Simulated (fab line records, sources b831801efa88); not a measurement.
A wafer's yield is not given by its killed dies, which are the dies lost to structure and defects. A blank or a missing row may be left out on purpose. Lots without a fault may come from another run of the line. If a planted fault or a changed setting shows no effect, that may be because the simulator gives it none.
2 desks, one fault || flow gf180mcu || numbers are kept per desk, each desk with only its own; the story behind them comes last

METROLOGY DESK
What the gauges read for every lot (on any tool): the sampled wafers with a number, averaged. Marked OUT: a lot whose mean sits more than 4 standard deviations from the usual mean, which makes it out of limits; the brackets give that distance.
Columns: A = DNWELL_TW at GF_DNWELL_TW_MEAS_09, usual 1350; B = NWELL_OVL at GF_NWELL_OVL_MEAS_07, usual -0.1 nm; C = NWELL_TW at GF_NWELL_TW_MEAS_11, usual 1571; D = LVPWELL_OVL at GF_LVPWELL_OVL_MEAS_07, usual -0.1 nm; E = LVPWELL_TW at GF_LVPWELL_TW_MEAS_11, usual 560; F = MVSD_OVL at GF_MVSD_OVL_MEAS_07, usual 0.1 nm
{"lot": "L927", "first seen here": "day 3 12:17", "A": 1315, "B": 0.3, "C": 1584, "D": 1.1, "E": 554, "F": 2.2}
{"lot": "L932", "first seen here": "day 4 16:22", "A": 1341, "B": 0.7, "C": 1575, "D": -0.3, "E": 557, "F": -0.7}
{"lot": "L938", "first seen here": "day 5 23:17", "A": 1335, "B": 0.4, "C": 1550, "D": 0.6, "E": 562, "F": 0.0}
{"lot": "L939", "first seen here": "day 6 03:23", "A": 1359, "B": 1.3, "C": 1589, "D": 0.7, "E": 565, "F": 1.3}
{"lot": "L945", "first seen here": "day 7 10:28", "A": 1358, "B": 1.3, "C": 1585, "D": -0.2, "E": 564, "F": 0.3}
{"lot": "L946", "first seen here": "day 7 14:11", "A": 1366, "B": -1.8, "C": 1589, "D": 0.4, "E": 559, "F": 1.5}
{"lot": "L947", "first seen here": "day 7 20:54", "A": 1361, "B": 0.1, "C": 1589, "D": 0.4, "E": 564, "F": -0.6}
This desk's finding: nothing out of limits on any of the 7 lots.

AT THE TOOL OWNER'S DESK: ilineStepper-02
The tool's own readings at GF_NWELL_EXPOSE_04 (exposes mask Nwell, target cd 860 nm): means of the sampled wafers that have a number, for each lot that ran on this tool. Marked OUT: a lot whose mean sits more than 4 standard deviations from the usual mean, which makes it out of limits; the brackets give that distance.
Columns: A = exposureDoseMJCm2 at GF_NWELL_EXPOSE_04, usual 260.02; B = stageVelMmS at GF_NWELL_EXPOSE_04, usual 500.00 mm/s
{"lot": "L932", "first seen here": "day 4 23:38", "A": 260.39, "B": 499.93}
{"lot": "L938", "first seen here": "day 6 06:58", "A": 259.98, "B": 499.75}
{"lot": "L945", "first seen here": "day 7 19:07", "A": 259.80, "B": 499.85}
{"lot": "L946", "first seen here": "day 7 22:22", "A": 259.99, "B": 500.04}
{"lot": "L947", "first seen here": "day 8 04:58", "A": 259.89, "B": 500.22}
This desk's finding: nothing out of limits on any of the 5 lots.

PUT TOGETHER
Nothing out of limits was seen by the metrology desk.
Nothing out of limits was seen by the tool owner's desk.

WHAT THE SIMULATOR PUT IN
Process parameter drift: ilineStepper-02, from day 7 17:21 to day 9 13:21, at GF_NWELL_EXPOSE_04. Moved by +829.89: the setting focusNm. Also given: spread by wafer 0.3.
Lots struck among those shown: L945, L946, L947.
